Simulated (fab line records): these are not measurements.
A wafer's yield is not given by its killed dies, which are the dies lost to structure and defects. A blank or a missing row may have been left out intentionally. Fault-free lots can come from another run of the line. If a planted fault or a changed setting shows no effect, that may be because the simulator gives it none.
fab line records | flow gf180mcu
record lots=6 | wafers=18 | lastDay=34
route steps=602 shown HV_LDD@197
lots that met no fault: from a run of the same line without faults
startH: start of the lot's first displayed wafer, in hours after the record's first day | waitH: how many hours have passed since the lot's step before this one | " same as the row above | L1.1+2: one row covering several wafers at once | - no value, or no start was given | * or withheld: withheld | < > ~ a bound
route shown NAME@n: a module of which the file shows steps, and the number in the route of the first | usual: mean/standard deviation taken from wafers without a fault | same: alike in all rows | chamber/n: place in a boat | sites: each site's reading | _std_site: how widely they spread, as a standard deviation | _edge_site: the outer-site mean with the inner-site mean subtracted | radiusMm: how far each site lies from the wafer's centre | mask NAME#n: copy n | behind: the most recent tool/chamber to have shaped the wafer | hold: why the lot went on hold/how many hours it stayed there/how the hold came to an end | device: the n, p or np transistor that did not switch | end of line: the same wafers' tests at the end of the route | a step given without rows: its recipe and nothing more | killed: count of dies lost to structure and defects at first sort (not the wafer's yield) | map: the dies of a wafer, with x for killed, . for not killed, _ for no die there
set.NAME: the setting that was run; set.NAME@STEP: the one run at that earlier step | model.NAME: the simulator's own value behind a step, which no gauge read
lots at some steps of the route; a table a step, a row a wafer
services: when a tool's chamber went out of use (startH, in hours from the record's first day, below 0 if earlier), for how many hours, and the reason
## steps
# step GF_HV_LDD_IMPLANT_21
# recipe species=BF2 | energyKev=25 | doseCm2=5.167e+13 | tiltDeg=7
# step GF_HV_LDD_STRIP_22
# recipe chemistry=O2/N2 | powerW=1400 | pressureMtorr=1500 | platenTempC=250 | o2FlowSccm=3000 | n2FlowSccm=300 | overashFraction=0.5
# usual drypumpMotorCurrentA=5.3/0.73 | heaterPowerW=294/26 | oesProductAu=0.716/0.0045 | platenTempC=249.99/0.18 | stripTimeToEndpointS=12.63/0.039
# same overashFraction=0.5
lot.wafer | tool           | chamber | startH | waitH | drypumpMotorCurrentA | heaterPowerW | oesProductAu | platenTempC | rfHoursCounterH | stripTimeToEndpointS
L780.2    | plasmaAsher-04 | 1       | 247.23 | 0.1   | 5.1                  | 259          | 0.725        | 249.96      | 60              | 12.64
L780.4    | "              | 0       | "      | "     | 4.7                  | 312          | 0.717        | 250.11      | -               | 12.64
L780.5    | "              | 1       | "      | "     | 5.1                  | 257          | 0.721        | 249.92      | -               | 12.68
L788.1    | plasmaAsher-04 | 1       | 310.01 | 0.1   | 5.1                  | 256          | 0.715        | 249.79      | 66              | 12.60
L788.3    | "              | 1       | "      | "     | 5.1                  | 260          | 0.713        | 250.10      | -               | 12.56
L788.5    | "              | 1       | "      | "     | 5.1                  | 254          | 0.720        | 249.77      | -               | 12.56
L790.2    | plasmaAsher-04 | 0       | 325.99 | 0.1   | 4.7                  | 309          | 0.722        | 249.93      | 68              | 12.66
L790.3    | "              | 0       | "      | "     | 4.7                  | 322          | 0.717        | 249.70      | -               | 12.67
L790.5    | "              | 1       | "      | "     | 5.1                  | 262          | 0.714        | 249.90      | -               | 12.67
L793.1    | plasmaAsher-04 | 1       | 351.48 | 0.1   | 5.1                  | 258          | 0.719        | 250.04      | 70              | 12.60
L793.2    | "              | 0       | "      | "     | 4.7                  | 311          | 0.717        | 250.05      | 70              | 12.60
L793.5    | "              | 1       | "      | "     | 5.1                  | 263          | 0.717        | 249.83      | -               | 12.57
L794.1    | plasmaAsher-01 | 1       | 356.78 | 0.1   | 4.9                  | 301          | 0.715        | 250.20      | 73              | 12.58
L794.3    | "              | 1       | "      | "     | 4.9                  | 308          | 0.713        | 250.42      | -               | 12.60
L794.4    | "              | 0       | "      | "     | 6.3                  | 320          | 0.715        | 250.12      | -               | 12.57
L801.1    | plasmaAsher-01 | 1       | 412.18 | 0.1   | 4.9                  | 304          | 0.718        | 249.84      | 79              | 12.64
L801.2    | "              | 0       | "      | "     | 6.3                  | 328          | 0.712        | 250.04      | 79              | 12.62
L801.3    | "              | 1       | "      | "     | 4.9                  | 317          | 0.711        | 249.90      | -               | 12.62
# step GF_HV_LDD_TW_MEAS_23
# usual HV_LDD_2_TW=1070/9.1
lot.wafer | tool         | chamber | startH | waitH | HV_LDD_2_TW
L780.2    | filmMetro-04 | -       | 247.34 | 0.1   | 1057
L780.4    | "            | -       | "      | "     | 1055
L780.5    | "            | -       | "      | "     | 1053
L788.1    | filmMetro-03 | -       | 310.11 | 0.1   | 1076
L788.3    | "            | -       | "      | "     | 1064
L788.5    | "            | -       | "      | "     | 1070
L790.2    | filmMetro-03 | -       | 326.10 | 0.1   | 1079
L790.3    | "            | -       | "      | "     | 1075
L790.5    | "            | -       | "      | "     | 1074
L793.1    | filmMetro-03 | -       | 351.58 | 0.1   | 1073
L793.2    | "            | -       | "      | "     | 1076
L793.5    | "            | -       | "      | "     | 1074
L794.1    | filmMetro-03 | -       | 356.88 | 0.1   | 1082
L794.3    | "            | -       | "      | "     | 1071
L794.4    | "            | -       | "      | "     | 1076
L801.1    | filmMetro-01 | -       | 412.28 | 0.1   | 1076
L801.2    | "            | -       | "      | "     | 1086
L801.3    | "            | -       | "      | "     | 1082
# step GF_HV_LDD_DEHYDRATE_24
# recipe tempC=200 | timeS=60
# step GF_HV_LDD_HMDS_25
# recipe primeTimeS=60 | primeTempC=120
# step GF_HV_LDD_COAT_26
# recipe resist=NOVOLAK | spinRpm=3000 | resistThkNm=1000
# step GF_HV_LDD_SOFTBAKE_27
# recipe tempC=90 | timeS=60 | resist=NOVOLAK
# step GF_HV_LDD_EXPOSE_28
# recipe maskId=Nplus_HV_AREA | targetCdNm=400 | na=0.6 | sourceShape=conventional | sigmaOuter=0.6 | doseMj=140
# step GF_HV_LDD_PEB_29
# recipe tempC=withheld | timeS=* | resist=NOVOLAK
# step GF_HV_LDD_DEVELOP_30
# recipe developTimeS=60 | devTempC=23
# step GF_HV_LDD_CD_MEAS_31
# recipe targetCdNm=400
# usual cdNm=400.1/2.3
lot.wafer | tool     | chamber | startH | waitH | cdNm
L780.2    | cdSem-01 | -       | 265.49 | 0.1   | 402.7
L780.4    | "        | -       | "      | "     | 399.8
L780.5    | "        | -       | "      | "     | 398.3
L788.1    | cdSem-02 | -       | 331.18 | 0.1   | 396.9
L788.3    | "        | -       | "      | "     | 396.9
L788.5    | "        | -       | "      | "     | 401.4
L790.2    | cdSem-02 | -       | 347.95 | 0.1   | 399.7
L790.3    | "        | -       | "      | "     | 399.5
L790.5    | "        | -       | "      | "     | 399.5
L793.1    | cdSem-02 | -       | 374.31 | 0.1   | 397.5
L793.2    | "        | -       | "      | "     | 398.2
L793.5    | "        | -       | "      | "     | 398.8
L794.1    | cdSem-02 | -       | 379.43 | 0.1   | 401.2
L794.3    | "        | -       | "      | "     | 401.2
L794.4    | "        | -       | "      | "     | 400.7
L801.1    | cdSem-01 | -       | 436.73 | 0.1   | 399.5
L801.2    | "        | -       | "      | "     | 399.3
L801.3    | "        | -       | "      | "     | 398.4
# step GF_HV_LDD_OVL_MEAS_32
# usual HV_LDD_02_OVL=0.2/1.7
lot.wafer | tool       | chamber | startH | waitH | HV_LDD_02_OVL[nm]
L780.2    | overlay-01 | -       | 265.60 | 0.1   | 2.9
L780.4    | "          | -       | "      | "     | 0.7
L780.5    | "          | -       | "      | "     | 2.7
L788.1    | overlay-01 | -       | 331.30 | 0.1   | 0.1
L788.3    | "          | -       | "      | "     | 0.1
L788.5    | "          | -       | "      | "     | -0.8
L790.2    | overlay-02 | -       | 348.06 | 0.1   | -0.6
L790.3    | "          | -       | "      | "     | -1.1
L790.5    | "          | -       | "      | "     | 1.3
L793.1    | overlay-02 | -       | 374.43 | 0.1   | 0.7
L793.2    | "          | -       | "      | "     | -0.4
L793.5    | "          | -       | "      | "     | 1.2
L794.1    | overlay-01 | -       | 379.55 | 0.1   | -0.6
L794.3    | "          | -       | "      | "     | -0.4
L794.4    | "          | -       | "      | "     | -1.2
L801.1    | overlay-01 | -       | 436.85 | 0.1   | -0.7
L801.2    | "          | -       | "      | "     | -0.4
L801.3    | "          | -       | "      | "     | -0.8
# step GF_HV_LDD_IMPLANT_33
# recipe species=P | energyKev=60 | doseCm2=7.5e+12 | tiltDeg=30 | rotationDeg=0
# usual beamEnergyKeV=59.999/0.02 | beamOnS=9.99/0.21
lot.wafer | tool         | chamber | startH | waitH | beamEnergyKeV | beamOnS
L780.2    | implanter-04 | 0       | 265.66 | 0.0   | 59.967        | 9.58
L780.4    | "            | 0       | "      | "     | 59.986        | 9.96
L780.5    | "            | 0       | "      | "     | 59.952        | 9.92
L788.1    | implanter-04 | 0       | 331.34 | 0.0   | 59.966        | 10.15
L788.3    | "            | 0       | "      | "     | 59.999        | 10.38
L788.5    | "            | 0       | "      | "     | 59.989        | 9.73
L790.2    | implanter-02 | 0       | 348.11 | 0.0   | 59.983        | 9.76
L790.3    | "            | 0       | "      | "     | 59.982        | 9.66
L790.5    | "            | 0       | "      | "     | 59.964        | 9.91
L793.1    | implanter-04 | -       | 374.46 | 0.0   | -             | -
L793.2    | "            | -       | "      | "     | -             | -
L793.5    | "            | -       | "      | "     | -             | -
L794.1    | implanter-01 | -       | 379.59 | 0.0   | -             | -
L794.3    | "            | -       | "      | "     | -             | -
L794.4    | "            | -       | "      | "     | -             | -
L801.1    | implanter-01 | 0       | 436.88 | 0.0   | 59.980        | 10.21
L801.2    | "            | 0       | "      | "     | 59.966        | 9.95
L801.3    | "            | 0       | "      | "     | 59.971        | 10.12
# step GF_HV_LDD_IMPLANT_34
# recipe species=P | energyKev=60 | doseCm2=7.5e+12 | tiltDeg=30 | rotationDeg=90
# step GF_HV_LDD_IMPLANT_35
# recipe species=P | energyKev=58.2 | doseCm2=7.5e+12 | tiltDeg=30 | rotationDeg=180
# step GF_HV_LDD_IMPLANT_36
# recipe species=P | energyKev=60 | doseCm2=7.5e+12 | tiltDeg=30 | rotationDeg=270
# step GF_HV_LDD_STRIP_37
# recipe chemistry=O2/N2 | powerW=1400 | pressureMtorr=1500 | platenTempC=250 | o2FlowSccm=3000 | n2FlowSccm=300 | overashFraction=0.5
# usual drypumpMotorCurrentA=5.4/0.75 | heaterPowerW=298/23 | oesProductAu=0.716/0.0051 | platenTempC=250.02/0.19 | stripTimeToEndpointS=12.62/0.031
# same overashFraction=0.5
lot.wafer | tool           | chamber | startH | waitH | drypumpMotorCurrentA | heaterPowerW | oesProductAu | platenTempC | rfHoursCounterH | stripTimeToEndpointS
L780.2    | plasmaAsher-02 | 1       | 266.23 | 0.1   | 6.6                  | 268          | 0.719        | 249.81      | 15              | 12.65
L780.4    | "              | 0       | "      | "     | 4.8                  | 306          | 0.717        | 249.96      | -               | 12.67
L780.5    | "              | 0       | "      | "     | 4.8                  | 311          | 0.711        | 249.89      | -               | 12.66
L788.1    | plasmaAsher-02 | 1       | 331.94 | 0.1   | 6.6                  | 265          | 0.725        | 249.90      | 21              | 12.65
L788.3    | "              | 1       | "      | "     | 6.6                  | 267          | 0.723        | 249.83      | -               | 12.64
L788.5    | "              | 0       | "      | "     | 4.8                  | 306          | 0.716        | 250.28      | -               | 12.61
L790.2    | plasmaAsher-01 | 1       | 348.69 | 0.1   | 4.9                  | 304          | 0.716        | 250.28      | 72              | 12.59
L790.3    | "              | 0       | "      | "     | 6.4                  | 319          | 0.713        | 249.92      | -               | 12.57
L790.5    | "              | 0       | "      | "     | 6.3                  | 319          | 0.720        | 250.00      | -               | 12.57
L793.1    | plasmaAsher-01 | 1       | 375.06 | 0.1   | 4.9                  | 304          | 0.714        | 250.10      | 75              | 12.64
L793.2    | "              | 0       | "      | "     | 6.3                  | 312          | 0.714        | 249.90      | 75              | 12.62
L793.5    | "              | 0       | "      | "     | 6.3                  | 318          | 0.720        | 250.07      | -               | 12.63
L794.1    | plasmaAsher-04 | 1       | 380.19 | 0.1   | 5.1                  | 265          | 0.713        | 250.28      | 73              | 12.62
L794.3    | "              | 0       | "      | "     | 4.7                  | 315          | 0.709        | 249.75      | -               | 12.62
L794.4    | "              | 1       | "      | "     | 5.1                  | 258          | 0.715        | 250.27      | -               | 12.65
L801.1    | plasmaAsher-02 | 1       | 437.48 | 0.1   | 6.6                  | 258          | 0.709        | 250.00      | 33              | 12.63
L801.2    | "              | 0       | "      | "     | 4.8                  | 311          | 0.712        | 250.01      | 33              | 12.66
L801.3    | "              | 1       | "      | "     | 6.6                  | 265          | 0.719        | 249.87      | -               | 12.66
# step GF_HV_LDD_TW_MEAS_38
# usual HV_LDD_3_TW=1437/11
lot.wafer | tool         | chamber | startH | waitH | HV_LDD_3_TW
L780.2    | filmMetro-01 | -       | 266.34 | 0.1   | 1439
L780.4    | "            | -       | "      | "     | 1438
L780.5    | "            | -       | "      | "     | 1437
L788.1    | filmMetro-03 | -       | 332.04 | 0.1   | 1443
L788.3    | "            | -       | "      | "     | 1441
L788.5    | "            | -       | "      | "     | 1437
L790.2    | filmMetro-01 | -       | 348.80 | 0.1   | 1442
L790.3    | "            | -       | "      | "     | 1444
L790.5    | "            | -       | "      | "     | 1439
L793.1    | filmMetro-03 | -       | 375.16 | 0.1   | 1309
L793.2    | "            | -       | "      | "     | 1306
L793.5    | "            | -       | "      | "     | 1314
L794.1    | filmMetro-04 | -       | 380.29 | 0.1   | 1302
L794.3    | "            | -       | "      | "     | 1301
L794.4    | "            | -       | "      | "     | 1299
L801.1    | filmMetro-04 | -       | 437.58 | 0.1   | 1424
L801.2    | "            | -       | "      | "     | 1422
L801.3    | "            | -       | "      | "     | 1429
# step GF_HV_LDD_DEHYDRATE_39
# recipe tempC=200 | timeS=60
# step GF_HV_LDD_HMDS_40
# recipe primeTimeS=60 | primeTempC=120
# step GF_HV_LDD_COAT_41
# recipe resist=NOVOLAK | spinRpm=3000 | resistThkNm=1000
# step GF_HV_LDD_SOFTBAKE_42
# recipe tempC=90 | timeS=60 | resist=NOVOLAK
# step GF_HV_LDD_EXPOSE_43
# recipe maskId=Pplus_HV_AREA | targetCdNm=400 | na=0.6 | sourceShape=conventional | sigmaOuter=0.6 | doseMj=140
# step GF_HV_LDD_PEB_44
# recipe tempC=withheld | timeS=* | resist=NOVOLAK
# step GF_HV_LDD_DEVELOP_45
# recipe developTimeS=60 | devTempC=23
# step GF_HV_LDD_CD_MEAS_46
# recipe targetCdNm=400
# usual cdNm=400.5/2.1
lot.wafer | tool     | chamber | startH | waitH | cdNm
L780.2    | cdSem-02 | -       | 285.43 | 0.1   | 394.5
L780.4    | "        | -       | "      | "     | 393.7
L780.5    | "        | -       | "      | "     | 394.1
L788.1    | cdSem-02 | -       | 353.71 | 0.1   | 402.0
L788.3    | "        | -       | "      | "     | 399.4
L788.5    | "        | -       | "      | "     | 400.0
L790.2    | cdSem-01 | -       | 371.29 | 0.1   | 400.3
L790.3    | "        | -       | "      | "     | 399.7
L790.5    | "        | -       | "      | "     | 401.5
L793.1    | cdSem-01 | -       | 398.26 | 0.1   | 401.7
L793.2    | "        | -       | "      | "     | 400.1
L793.5    | "        | -       | "      | "     | 400.3
L794.1    | cdSem-01 | -       | 403.56 | 0.1   | 400.0
L794.3    | "        | -       | "      | "     | 400.9
L794.4    | "        | -       | "      | "     | 402.0
L801.1    | cdSem-01 | -       | 461.37 | 0.1   | 400.3
L801.2    | "        | -       | "      | "     | 400.8
L801.3    | "        | -       | "      | "     | 401.6
# step GF_HV_LDD_OVL_MEAS_47
# usual HV_LDD_03_OVL=-1.1/1.5
lot.wafer | tool       | chamber | startH | waitH | HV_LDD_03_OVL[nm]
L780.2    | overlay-01 | -       | 285.53 | 0.1   | -1.1
L780.4    | "          | -       | "      | "     | 0.8
L780.5    | "          | -       | "      | "     | -0.1
L788.1    | overlay-01 | -       | 353.83 | 0.1   | 2.1
L788.3    | "          | -       | "      | "     | 0.6
L788.5    | "          | -       | "      | "     | 0.0
L790.2    | overlay-01 | -       | 371.40 | 0.1   | 0.1
L790.3    | "          | -       | "      | "     | 1.1
L790.5    | "          | -       | "      | "     | 0.2
L793.1    | overlay-02 | -       | 398.38 | 0.1   | -2.7
L793.2    | "          | -       | "      | "     | -1.9
L793.5    | "          | -       | "      | "     | -2.3
L794.1    | overlay-02 | -       | 403.68 | 0.1   | -1.9
L794.3    | "          | -       | "      | "     | -0.9
L794.4    | "          | -       | "      | "     | -2.6
L801.1    | overlay-02 | -       | 461.49 | 0.1   | -0.6
L801.2    | "          | -       | "      | "     | -2.7
L801.3    | "          | -       | "      | "     | -3.1
# step GF_HV_LDD_IMPLANT_48
# recipe species=B | energyKev=25 | doseCm2=3e+13 | tiltDeg=7
# step GF_HV_LDD_STRIP_49
# recipe chemistry=O2/N2 | powerW=1400 | pressureMtorr=1500 | platenTempC=250 | o2FlowSccm=3000 | n2FlowSccm=300 | overashFraction=0.5
# usual drypumpMotorCurrentA=5.4/0.77 | heaterPowerW=294/24 | oesProductAu=0.716/0.0045 | platenTempC=249.97/0.19 | stripTimeToEndpointS=12.62/0.031
# same overashFraction=0.5
lot.wafer | tool           | chamber | startH | waitH | drypumpMotorCurrentA | heaterPowerW | oesProductAu | platenTempC | rfHoursCounterH | stripTimeToEndpointS
L780.2    | plasmaAsher-02 | 0       | 285.71 | 0.1   | 4.8                  | 306          | 0.718        | 249.94      | 17              | 12.55
L780.4    | "              | 1       | "      | "     | 6.5                  | 266          | 0.715        | 249.81      | -               | 12.59
L780.5    | "              | 0       | "      | "     | 4.8                  | 310          | 0.724        | 250.17      | -               | 12.58
L788.1    | plasmaAsher-04 | 1       | 354.01 | 0.1   | 5.1                  | 260          | 0.711        | 250.02      | 70              | 12.61
L788.3    | "              | 1       | "      | "     | 5.1                  | 258          | 0.711        | 250.02      | -               | 12.55
L788.5    | "              | 0       | "      | "     | 4.7                  | 318          | 0.722        | 250.38      | -               | 12.60
L790.2    | plasmaAsher-02 | 1       | 371.58 | 0.1   | 6.6                  | 266          | 0.716        | 250.15      | 25              | 12.63
L790.3    | "              | 1       | "      | "     | 6.6                  | 272          | 0.722        | 250.20      | -               | 12.68
L790.5    | "              | 0       | "      | "     | 4.8                  | 299          | 0.711        | 250.06      | -               | 12.64
L793.1    | plasmaAsher-02 | 0       | 398.56 | 0.1   | 4.8                  | 318          | 0.720        | 250.06      | 28              | 12.61
L793.2    | "              | 1       | "      | "     | 6.5                  | 270          | 0.712        | 250.32      | 28              | 12.60
L793.5    | "              | 1       | "      | "     | 6.6                  | 270          | 0.722        | 250.11      | -               | 12.58
L794.1    | plasmaAsher-02 | 1       | 403.86 | 0.1   | 6.6                  | 262          | 0.721        | 249.49      | 29              | 12.65
L794.3    | "              | 0       | "      | "     | 4.8                  | 317          | 0.722        | 249.70      | -               | 12.63
L794.4    | "              | 1       | "      | "     | 6.6                  | 274          | 0.715        | 249.87      | -               | 12.59
L801.1    | plasmaAsher-02 | 1       | 461.68 | 0.1   | 6.5                  | 260          | 0.721        | 250.05      | 35              | 12.58
L801.2    | "              | 0       | "      | "     | 4.8                  | 310          | 0.718        | 249.95      | 35              | 12.63
L801.3    | "              | 0       | "      | "     | 4.9                  | 309          | 0.720        | 249.81      | -               | 12.63
# step GF_HV_LDD_TW_MEAS_50
# usual HV_LDD_4_TW=571/3.4
lot.wafer | tool         | chamber | startH | waitH | HV_LDD_4_TW
L780.2    | filmMetro-01 | -       | 285.82 | 0.1   | 572
L780.4    | "            | -       | "      | "     | 577
L780.5    | "            | -       | "      | "     | 574
L788.1    | filmMetro-03 | -       | 354.11 | 0.1   | 572
L788.3    | "            | -       | "      | "     | 572
L788.5    | "            | -       | "      | "     | 576
L790.2    | filmMetro-03 | -       | 371.69 | 0.1   | 573
L790.3    | "            | -       | "      | "     | 570
L790.5    | "            | -       | "      | "     | 574
L793.1    | filmMetro-03 | -       | 398.66 | 0.1   | 573
L793.2    | "            | -       | "      | "     | 572
L793.5    | "            | -       | "      | "     | 569
L794.1    | filmMetro-03 | -       | 403.96 | 0.1   | 573
L794.3    | "            | -       | "      | "     | 572
L794.4    | "            | -       | "      | "     | 573
L801.1    | filmMetro-01 | -       | 461.78 | 0.1   | 572
L801.2    | "            | -       | "      | "     | 574
L801.3    | "            | -       | "      | "     | 574
# step GF_HV_LDD_CLEAN_51
# recipe chemistry=SC1/SC2 | mix=1:4:20 | tempC=70 | timeS=150 | dry=n2Spin
# step GF_HV_LDD_RTA_52
# recipe tempC=1000 | timeS=10 | ambient=N2
# usual lampPowerPct=34.9/0.89 | wafer_temp_C_max=1003.5/0.75
lot.wafer | tool         | chamber | startH | waitH | lampPowerPct | wafer_temp_C_max
L780.2    | rtpAnneal-02 | 0       | 285.94 | 0.0   | 34.4         | 1003.6
L780.4    | "            | 0       | "      | "     | 34.4         | 1003.1
L780.5    | "            | 0       | "      | "     | 34.4         | 1003.3
L788.1    | rtpAnneal-02 | 0       | 354.22 | 0.0   | 34.4         | 1003.0
L788.3    | "            | 0       | "      | "     | 34.4         | 1002.0
L788.5    | "            | 0       | "      | "     | 34.5         | 1003.5
L790.2    | rtpAnneal-02 | 0       | 371.80 | 0.0   | 34.4         | 1002.4
L790.3    | "            | 0       | "      | "     | 34.4         | 1002.6
L790.5    | "            | 0       | "      | "     | 34.4         | 1003.9
L793.1    | rtpAnneal-01 | 0       | 398.78 | 0.0   | 36.5         | 1002.5
L793.2    | "            | 0       | "      | "     | 36.4         | 1003.3
L793.5    | "            | 0       | "      | "     | 36.5         | 1003.3
L794.1    | rtpAnneal-02 | 0       | 404.07 | 0.0   | 34.4         | 1002.8
L794.3    | "            | 0       | "      | "     | 34.4         | 1002.6
L794.4    | "            | 0       | "      | "     | 34.4         | 1003.7
L801.1    | rtpAnneal-01 | 0       | 461.89 | 0.0   | 36.4         | 1003.5
L801.2    | "            | 0       | "      | "     | 36.5         | 1003.7
L801.3    | "            | 0       | "      | "     | 36.4         | 1004.7
# step GF_HV_LDD_RS_MEAS_53
# recipe thkMeasGauge=four-point-probe
# usual HV_LDD_RS=419.2/0.92
lot.wafer | tool         | chamber | startH | waitH | HV_LDD_RS[ohm/sq]
L780.2    | filmMetro-04 | -       | 286.01 | 0.1   | 419.4
L780.4    | "            | -       | "      | "     | 419.3
L780.5    | "            | -       | "      | "     | 419.6
L788.1    | filmMetro-03 | -       | 354.29 | 0.1   | 419.4
L788.3    | "            | -       | "      | "     | 419.1
L788.5    | "            | -       | "      | "     | 418.3
L790.2    | filmMetro-03 | -       | 371.88 | 0.1   | 420.2
L790.3    | "            | -       | "      | "     | 418.0
L790.5    | "            | -       | "      | "     | 419.3
L793.1    | filmMetro-03 | -       | 398.84 | 0.1   | 441.4
L793.2    | "            | -       | "      | "     | 440.2
L793.5    | "            | -       | "      | "     | 440.4
L794.1    | filmMetro-04 | -       | 404.14 | 0.1   | 440.6
L794.3    | "            | -       | "      | "     | 440.7
L794.4    | "            | -       | "      | "     | 440.0
L801.1    | filmMetro-01 | -       | 461.95 | 0.1   | 419.0
L801.2    | "            | -       | "      | "     | 418.6
L801.3    | "            | -       | "      | "     | 417.7
# step GF_HV_LDD_CVD_54
# recipe material=SiO2 | targetThkNm=10 | precursor=TEOS | tempC=680 | timeS=75 | pressureMtorr=400
## services
tool           | chamber | startH | hours | kind
implanter-02   | -       | 253.51 | 4.6   | repair
plasmaAsher-02 | -       | 257.66 | 4.3   | pm
implanter-01   | -       | 263.84 | 5.6   | pm
implanter-04   | -       | 274.64 | 3.1   | repair
plasmaAsher-02 | -       | 291.92 | 4.4   | repair
plasmaAsher-04 | -       | 306.02 | 0.6   | repair
implanter-02   | -       | 336.17 | 4.9   | pm
plasmaAsher-02 | -       | 359.97 | 2.8   | pm
implanter-04   | -       | 380.53 | 5.8   | repair
implanter-04   | -       | 397.06 | 3.7   | pm
plasmaAsher-01 | -       | 415.35 | 15.6  | pm
implanter-01   | -       | 426.31 | 2.1   | repair
plasmaAsher-01 | -       | 430.95 | 9.0   | pm
plasmaAsher-01 | 0       | 430.95 | 9.0   | ventCycle
plasmaAsher-01 | 1       | 430.95 | 9.0   | ventCycle
plasmaAsher-01 | 0       | 439.95 | -     | clean
plasmaAsher-01 | 1       | 439.95 | -     | clean
## key
firstSign step=GF_HV_LDD_IMPLANT_33 | reading=toolRecord | direction=missing
effect step=GF_HV_LDD_TW_MEAS_38 | reading=HV_LDD_3_TW | direction=down | sigmas=12 | usual=1437 | struck=1305
effect step=GF_HV_LDD_RS_MEAS_53 | reading=HV_LDD_RS | direction=up | sigmas=23 | usual=419.2 | struck=440.5
metAt GF_HV_LDD_IMPLANT_33
struckWafers L793.1,L793.2,L793.5,L794.1,L794.3,L794.4
laterRowsLeftOut L793.1,L793.2,L793.5,L794.1,L794.3,L794.4
sortLeftOut L793.1,L793.2,L793.5,L794.1,L794.3,L794.4
testerLeftOut L793,L794
onsetBetween 331.34 374.46
fault kind=skippedStepWhole | tool=implanter-01,implanter-04 | chamber=- | onsetH=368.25 | steps=GF_HV_LDD_IMPLANT_33 | scope=struckLotsOnly
# testerLeftOut: of these lots the tester's yield and bins aren't shown, on N5 and GAA mostly nor the transistor test; their killed dies are dies lost to structure and defects alone, not to doping, threshold or leakage, so they don't give the yield
# sortLeftOut: the simulated sort isn't trusted on such a fault, so these wafers' sort isn't shown, and their yield isn't known
# laterRowsLeftOut: the simulator's readings of these wafers behind a module that went badly wrong aren't trusted and aren't shown, but for the sort
